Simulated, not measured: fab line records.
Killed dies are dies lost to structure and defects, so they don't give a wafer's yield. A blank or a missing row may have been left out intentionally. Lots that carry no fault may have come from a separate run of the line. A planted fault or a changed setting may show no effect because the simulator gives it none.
Which tool is to blame? + flow sky130 + 15 lots, 45 wafers sampled, at 5 steps of a route of 708

WHAT THE GAUGES SHOWED, per wafer
SKY_NWELL_RS_MEAS_29: a four-point-probe measurement. Usual: NWELL_RS gives 624.9 ohm/sq (standard deviation 1.3).
| lot  | measured     | on            | NWELL_RS (ohm/sq) | flag |
|------|--------------|---------------|-------------------|------|
| L100 | day 5 04:47  | film-metro-03 | 625.8 622.7 622.9 |      |
| L101 | day 5 06:45  | film-metro-03 | 625.6 622.4 626.2 |      |
| L102 | day 5 19:25  | film-metro-03 | 622.8 625.0 624.2 |      |
| L105 | day 6 23:48  | film-metro-04 | 624.8 624.6 623.9 |      |
| L109 | day 7 14:09  | film-metro-03 | 636.5 638.7 637.8 | OFF  |
| L110 | day 7 21:38  | film-metro-04 | 626.0 624.0 625.2 |      |
| L111 | day 8 03:38  | film-metro-04 | 640.6 639.8 640.5 | OFF  |
| L112 | day 8 09:31  | film-metro-04 | 640.3 639.4 637.8 | OFF  |
| L113 | day 8 14:34  | film-metro-03 | 624.8 624.2 625.0 |      |
| L114 | day 8 18:31  | film-metro-03 | 627.5 623.1 626.5 |      |
| L115 | day 9 00:02  | film-metro-02 | 622.8 626.6 624.8 |      |
| L116 | day 9 07:16  | film-metro-04 | 622.8 624.9 623.9 |      |
| L117 | day 9 11:54  | film-metro-04 | 625.6 625.4 625.7 |      |
| L120 | day 11 00:36 | film-metro-02 | 623.4 625.1 624.8 |      |
| L123 | day 11 05:44 | film-metro-03 | 624.6 625.4 624.4 |      |

SKY_SONOS_ONO_THK_MEAS_03. Usual: SONOS_ONO_CVD_02_THK gives 10.52 nm (standard deviation 0.16).
| lot  | measured     | on            | SONOS_ONO_CVD_02_THK (nm) | flag |
|------|--------------|---------------|---------------------------|------|
| L100 | day 11 06:13 | film-metro-01 | 10.25 10.25 10.29         |      |
| L101 | day 11 07:34 | film-metro-04 | 10.48 10.41 10.46         |      |
| L102 | day 11 23:22 | film-metro-01 | 10.27 10.11 10.18         |      |
| L105 | day 13 15:11 | film-metro-03 | 10.68 10.67 10.52         |      |
| L109 | day 14 09:12 | film-metro-04 | 10.42 10.33 10.41         |      |
| L110 | day 14 20:19 | film-metro-03 | 10.48 10.48 10.56         |      |
| L111 | day 15 01:53 | film-metro-04 | 10.52 10.38 10.31         |      |
| L112 | day 15 09:34 | film-metro-03 | 10.69 10.58 10.58         |      |
| L113 | day 15 15:50 | film-metro-04 | 10.61 10.49 10.58         |      |
| L114 | day 16 00:21 | film-metro-01 | 10.57 10.54 10.60         |      |
| L115 | day 16 02:05 | film-metro-03 | 10.50 10.48 10.51         |      |
| L116 | day 16 16:25 | film-metro-01 | 10.79 10.72 10.89         |      |
| L117 | day 16 23:10 | film-metro-01 | 10.31 10.39 10.28         |      |
| L120 | day 19 00:52 | film-metro-03 | 10.66 10.64 10.47         |      |
| L123 | day 19 05:09 | film-metro-01 | 10.48 10.38 10.44         |      |

EACH LOT AND THE TOOL THAT RAN IT (in order: tool; ch and the chambers of the sampled wafers; start)
| lot  | SKY_FIELD_ISO_STRIP_16              | SKY_DNWELL_STRIP_08                 | SKY_NWELL_IMPLANT_12            |
|------|-------------------------------------|-------------------------------------|---------------------------------|
| L100 | plasma-asher-03 ch 0,1, day 2 04:42 | plasma-asher-02 ch 0,1, day 3 03:18 | implanter-04 ch 0, day 4 10:53  |
| L101 | plasma-asher-03 ch 0, day 2 09:08   | plasma-asher-02 ch 0,1, day 3 05:42 | implanter-03 ch 0, day 4 13:01  |
| L102 | plasma-asher-03 ch 0,1, day 2 16:28 | plasma-asher-01 ch 0,1, day 3 15:25 | implanter-03 ch 0, day 5 00:12  |
| L105 | plasma-asher-03 ch 0,1, day 3 06:28 | plasma-asher-02 ch 0,1, day 4 15:06 | implanter-02 ch 0, day 6 04:12  |
| L109 | plasma-asher-03 ch 0, day 4 05:28   | plasma-asher-04 ch 1, day 5 06:19   | implanter-03 ch 0, day 6 18:11  |
| L110 | plasma-asher-02 ch 0,1, day 4 11:46 | plasma-asher-01 ch 0,1, day 5 11:22 | implanter-02 ch 0, day 7 01:01  |
| L111 | plasma-asher-03 ch 0,1, day 4 15:31 | plasma-asher-02 ch 0,1, day 5 16:20 | implanter-03 ch 0, day 7 06:20  |
| L112 | plasma-asher-01 ch 0,1, day 4 19:01 | plasma-asher-02 ch 0,1, day 5 22:19 | implanter-03 ch 0, day 7 11:59  |
| L113 | plasma-asher-02 ch 0,1, day 5 02:25 | plasma-asher-04 ch 0,1, day 6 04:02 | implanter-02 ch 0, day 7 18:10  |
| L114 | plasma-asher-01 ch 0,1, day 5 06:19 | plasma-asher-01 ch 0,1, day 6 06:10 | implanter-02 ch 0, day 7 21:17  |
| L115 | plasma-asher-01 ch 0,1, day 5 10:56 | plasma-asher-04 ch 0,1, day 6 10:22 | implanter-04 ch 0, day 8 02:49  |
| L116 | plasma-asher-01 ch 0,1, day 5 15:44 | plasma-asher-02 ch 0,1, day 6 16:19 | implanter-04 ch 0, day 8 09:21  |
| L117 | plasma-asher-02 ch 0,1, day 5 21:41 | plasma-asher-02 ch 0,1, day 6 23:04 | implanter-04 ch 0, day 8 14:14  |
| L120 | plasma-asher-01 ch 0,1, day 7 00:56 | plasma-asher-02 ch 0,1, day 8 07:30 | implanter-02 ch 0, day 10 01:24 |
| L123 | plasma-asher-03 ch 1, day 7 07:16   | plasma-asher-04 ch 0,1, day 8 12:51 | implanter-02 ch 0, day 10 07:25 |
- SKY_FIELD_ISO_STRIP_16: strips in O2/N2.
- SKY_DNWELL_STRIP_08: strips in O2/N2.
- SKY_NWELL_IMPLANT_12

WHAT THE TOOLS THEMSELVES READ (means of the sampled wafers that have a number; where no wafer has one, the mark that the record gives instead)
SKY_FIELD_ISO_STRIP_16. Usual: chamber-pressure-mTorr 1499.9 mTorr, standard deviation 1.4; drypump-motor-current-A 5.5 A, standard deviation 0.41; n2-flow-sccm 300.0 sccm, standard deviation 0.97; o2-flow-sccm 2999 sccm, standard deviation 8; oes-product-au 0.379 a.u., standard deviation 0.0049; strip-time-to-endpoint-s 3.56 s, standard deviation 0.049.
| lot  | tool            | chamber-pressure-mTorr (mTorr) | drypump-motor-current-A (A) | n2-flow-sccm (sccm) | o2-flow-sccm (sccm) | oes-product-au (a.u.) | strip-time-to-endpoint-s (s) | flag |
|------|-----------------|--------------------------------|-----------------------------|---------------------|---------------------|-----------------------|------------------------------|------|
| L100 | plasma-asher-03 | 1499.9                         | 5.4                         | 299.8               | 2995                | 0.379                 | 3.60                         |      |
| L101 | plasma-asher-03 | 1499.7                         | 6.1                         | 301.3               | 2993                | 0.377                 | 3.60                         |      |
| L102 | plasma-asher-03 | 1500.5                         | 5.8                         | 301.7               | 2992                | 0.380                 | 3.56                         |      |
| L105 | plasma-asher-03 | 1499.9                         | 5.4                         | 300.2               | 2995                | 0.383                 | 3.58                         |      |
| L109 | plasma-asher-03 | 1499.1                         | 6.1                         | 300.1               | 2994                | 0.383                 | 3.55                         |      |
| L110 | plasma-asher-02 | 1498.4                         | 5.7                         | 300.5               | 3001                | 0.376                 | 3.51                         |      |
| L111 | plasma-asher-03 | 1499.1                         | 5.8                         | 299.0               | 3006                | 0.382                 | 3.56                         |      |
| L112 | plasma-asher-01 | 1500.2                         | 5.2                         | 299.4               | 3009                | 0.380                 | 3.58                         |      |
| L113 | plasma-asher-02 | 1500.0                         | 5.7                         | 299.4               | 2998                | 0.374                 | 3.63                         |      |
| L114 | plasma-asher-01 | 1500.4                         | 5.5                         | 299.7               | 2997                | 0.380                 | 3.62                         |      |
| L115 | plasma-asher-01 | 1499.9                         | 5.2                         | 299.5               | 3005                | 0.377                 | 3.49                         |      |
| L116 | plasma-asher-01 | 1499.2                         | 5.5                         | 300.0               | 3000                | 0.375                 | 3.58                         |      |
| L117 | plasma-asher-02 | 1500.3                         | 5.7                         | 301.0               | 2999                | 0.386                 | 3.56                         |      |
| L120 | plasma-asher-01 | 1500.5                         | 5.2                         | 300.1               | 2998                | 0.376                 | 3.51                         |      |
| L123 | plasma-asher-03 | 1499.4                         | 5.1                         | 300.1               | 3008                | 0.378                 | 3.52                         |      |

SKY_DNWELL_STRIP_08. Usual: chamber-pressure-mTorr 1500.0 mTorr, standard deviation 1.3; drypump-motor-current-A 5.7 A, standard deviation 0.44; n2-flow-sccm 300.2 sccm, standard deviation 1; o2-flow-sccm 3000 sccm, standard deviation 9; oes-product-au 0.723 a.u., standard deviation 0.0047; strip-time-to-endpoint-s 37.00 s, standard deviation 0.092.
| lot  | tool            | chamber-pressure-mTorr (mTorr) | drypump-motor-current-A (A) | n2-flow-sccm (sccm) | o2-flow-sccm (sccm) | oes-product-au (a.u.) | strip-time-to-endpoint-s (s) | flag |
|------|-----------------|--------------------------------|-----------------------------|---------------------|---------------------|-----------------------|------------------------------|------|
| L100 | plasma-asher-02 | 1498.6                         | 5.7                         | 299.5               | 3002                | 0.722                 | 37.06                        |      |
| L101 | plasma-asher-02 | 1499.3                         | 5.8                         | 300.9               | 3007                | 0.724                 | 37.02                        |      |
| L102 | plasma-asher-01 | 1500.2                         | 5.2                         | 300.4               | 3002                | 0.722                 | 36.91                        |      |
| L105 | plasma-asher-02 | 1500.2                         | 5.7                         | 299.9               | 3007                | 0.722                 | 37.00                        |      |
| L109 | plasma-asher-04 | 1499.8                         | 5.4                         | 301.6               | 3001                | 0.723                 | 37.02                        |      |
| L110 | plasma-asher-01 | 1499.1                         | 5.2                         | 300.3               | 2994                | 0.725                 | 37.10                        |      |
| L111 | plasma-asher-02 | 1500.2                         | 5.8                         | 300.3               | 3008                | 0.724                 | 37.04                        |      |
| L112 | plasma-asher-02 | 1499.5                         | 5.8                         | 299.4               | 3007                | 0.723                 | 36.97                        |      |
| L113 | plasma-asher-04 | 1499.9                         | 6.2                         | 298.8               | 2995                | 0.725                 | 37.09                        |      |
| L114 | plasma-asher-01 | 1499.9                         | 5.2                         | 300.4               | 2996                | 0.724                 | 37.00                        |      |
| L115 | plasma-asher-04 | 1500.3                         | 6.2                         | 300.8               | 2996                | 0.717                 | 37.06                        |      |
| L116 | plasma-asher-02 | 1499.7                         | 5.8                         | 299.1               | 3001                | 0.717                 | 37.15                        |      |
| L117 | plasma-asher-02 | 1500.3                         | 5.7                         | 300.3               | 2998                | 0.726                 | 36.85                        |      |
| L120 | plasma-asher-02 | 1500.1                         | 5.7                         | 299.5               | 3000                | 0.724                 | 36.84                        |      |
| L123 | plasma-asher-04 | 1500.0                         | 6.2                         | 301.0               | 2998                | 0.721                 | 36.84                        |      |

SKY_NWELL_IMPLANT_12. Usual: beam-energy-keV 120.00, standard deviation 0.035; dose-ions-cm2 1.3e+12, standard deviation 1.4e+09; faraday-current-uA 7.34, standard deviation 0.16.
| lot  | tool         | beam-energy-keV | dose-ions-cm2 | faraday-current-uA | flag |
|------|--------------|-----------------|---------------|--------------------|------|
| L100 | implanter-04 | 120.01          | 1.3e+12       | 7.31               |      |
| L101 | implanter-03 | 119.95          | 1.3e+12       | 7.26               |      |
| L102 | implanter-03 | 119.99          | 1.3e+12       | 7.41               |      |
| L105 | implanter-02 | 119.95          | 1.3e+12       | 7.43               |      |
| L109 | implanter-03 | 119.99          | 8.2e+11       | 4.53               | OFF  |
| L110 | implanter-02 | 120.00          | 1.3e+12       | 7.47               |      |
| L111 | implanter-03 | 120.08          | 8.2e+11       | 4.62               | OFF  |
| L112 | implanter-03 | 120.00          | 8.2e+11       | 4.69               | OFF  |
| L113 | implanter-02 | 120.00          | 1.3e+12       | 7.43               |      |
| L114 | implanter-02 | 119.98          | 1.3e+12       | 7.36               |      |
| L115 | implanter-04 | 120.00          | 1.3e+12       | 7.19               |      |
| L116 | implanter-04 | 120.04          | 1.3e+12       | 7.29               |      |
| L117 | implanter-04 | 119.99          | 1.3e+12       | 7.34               |      |
| L120 | implanter-02 | 119.99          | 1.3e+12       | 7.41               |      |
| L123 | implanter-02 | 119.96          | 1.3e+12       | 7.51               |      |

THE ANSWER, worked out from the rows above alone
Rule: a lot is off if the mean of its wafers that have a number lies more than 3 standard deviations from the usual mean. Also off: a lot with no number at a reading for which 4 or more lots have one. The other lots that the step has rows for count as sound. Order of review: gauges by route order, followed by the tools' own readings, for which a lot's mean as printed above is used. At the first step where some lot is off, the reading lying furthest off is the one used; lots without a number count as furthest.
Off: L109, L111, L112, at SKY_NWELL_RS_MEAS_29 (NWELL_RS).
If a tool, at a process step before that reading, ran all the lots that are off and no sound lot after the first of them, it fits. Not tried: the gauges at SKY_NWELL_RS_MEAS_29; whatever is off there is also off at SKY_NWELL_IMPLANT_12, on other tools, and gauge error can't account for it. One candidate fits, namely implanter-03 at SKY_NWELL_IMPLANT_12. A fault onset in the window from L102 (day 5 00:12, its last sound lot) to L109 (day 6 18:11, its first lot off) fits.
The tool's own readings at SKY_NWELL_IMPLANT_12 bear it out: on the lots that are off they differ by more than 5 times the standard deviation of the sound lots' means. dose-ions-cm2 reads 8.2e+11 there against 1.3e+12 on the sound lots; faraday-current-uA reads 4.61 there against 7.37 on the sound lots.

WHAT WAS PUT IN BY THE SIMULATOR
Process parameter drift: implanter-03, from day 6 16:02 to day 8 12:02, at SKY_NWELL_IMPLANT_12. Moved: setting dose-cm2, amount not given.
Struck lots among those shown: L109, L111, L112. This agrees with what the rule above found.
